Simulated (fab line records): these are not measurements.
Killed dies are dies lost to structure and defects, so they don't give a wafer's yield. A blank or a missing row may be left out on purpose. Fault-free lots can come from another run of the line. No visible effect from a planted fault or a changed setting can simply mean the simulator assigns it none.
Problem report, 8D (eight disciplines) form, completed by code :: flow gf180mcu :: the parts of the form that need people (team, actions taken, sign-off) are left out

1. WHAT WENT WRONG
Wafers free of any fault read 1196 ohm/sq (standard deviation 3.4) for LVPWELL_RS at GF_VT_IMPLANT_RS_MEAS_48, against a mean of 1272 ohm/sq on 6 wafers of 2 lots. That is +22 standard deviations from the usual mean.
The step: measures by four-point-probe.
First observed at day 8 01:46: wafer L419.1, on film metro-03. The record holds 36 wafers of 12 lots with a number at this step. Rule for "out" (also "out of limits"): further than 4 standard deviations from the usual mean. The rest of the wafers with a number are treated as sound.

2. WHAT THIS IS AND IS NOT
question: which readings at this step
is: LVPWELL_RS
is not: -

question: which lots
is: L419, L423
is not: L417, L418, L425, L426, L428, L431, L435, L436, L438, L440

question: which wafers of those lots
is: all that have a number
is not: -

question: read on which gauges
is: film metro-03
is not: film metro-04

question: when
is: from day 8 01:46
is not: up to then (6 sound wafers); but 24 sound wafers of L425, L426, L428, L431, L435, L436, L438, L440 came after

3. THE SUSPECTS, EACH WITH WHAT RULES IT OUT
Counting: a tool at any process step up to the reading remains a suspect when it ran all the lots that are out and ran no sound lot after the first of those.
- the gauge at GF_VT_IMPLANT_RS_MEAS_48: ruled out. All the wafers that are out were read on film metro-03, but those of them that GF_LVPWELL_IMPLANT_08 has rows for are out there too, on other tools.
- rie diel-02 at GF_STI_ETCH_13 (etches the open film in CHF3/O2, stops on Si, target depth 282.31 nm, time 112.9 s): ruled out as a lasting fault. Sound lots L425, L426, L436, L438 ran on it after its first lot that is out, L419 (day 2 11:23).
- implanter-02 at GF_LVPWELL_IMPLANT_08: kept. It ran every lot that is out, first L419 (day 4 07:47), and no sound lot after that; its last sound lot up to then is L418 (day 4 02:41). Out on those wafers are its own readings of dose ions cm2, faraday current uA.
After counting, what remains is implanter-02 at GF_LVPWELL_IMPLANT_08.

4. THE CAUSE (what the simulator had put in)
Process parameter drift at GF_LVPWELL_IMPLANT_08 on implanter-02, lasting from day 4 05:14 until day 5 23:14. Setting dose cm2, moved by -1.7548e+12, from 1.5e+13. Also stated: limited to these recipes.
This tool alone remained once counting was done.

5. THE EFFECT CHAIN, in route order
Rows list readings where the struck wafers' mean (over those with a number) sits beyond 3 standard deviations from the usual. Only readings for which the record gives a usual standard deviation are gone through. hours: the time from each lot's start at the first step in this table that gives one to its start at this step, as a median over the lots. sigmas: the change in usual standard deviations.
hours: 0
step: GF_LVPWELL_IMPLANT_08
reading: dose ions cm2
usual: 1.4998e+13
on struck wafers: 1.3241e+13
change: -1.7570e+12
sigmas: -99 or more

hours: 0
step: GF_LVPWELL_IMPLANT_08
reading: faraday current uA
usual: 84.7
on struck wafers: 75.3
change: -9.4
sigmas: -6.3

hours: 93
step: GF_VT_IMPLANT_RS_MEAS_48
reading: LVPWELL_RS
usual: 1196 ohm/sq
on struck wafers: 1272
change: +76
sigmas: +22
The process steps in it:
- GF_LVPWELL_IMPLANT_08

6. WHAT WOULD HAVE CAUGHT IT SOONER
In this record the first reading out of limits at a measuring or inspecting step was taken at day 8 01:46, 93 hours after the fault began at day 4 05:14.
Tool's own readings at GF_LVPWELL_IMPLANT_08, dose ions cm2, faraday current uA: out on all struck wafers the step has rows for; an alarm limit on them would have tripped on the first.
By day 8 01:46, every lot that is out (2) had started GF_LVPWELL_IMPLANT_08 on implanter-02. Had the tool been put on hold then, not one of them would have been saved.
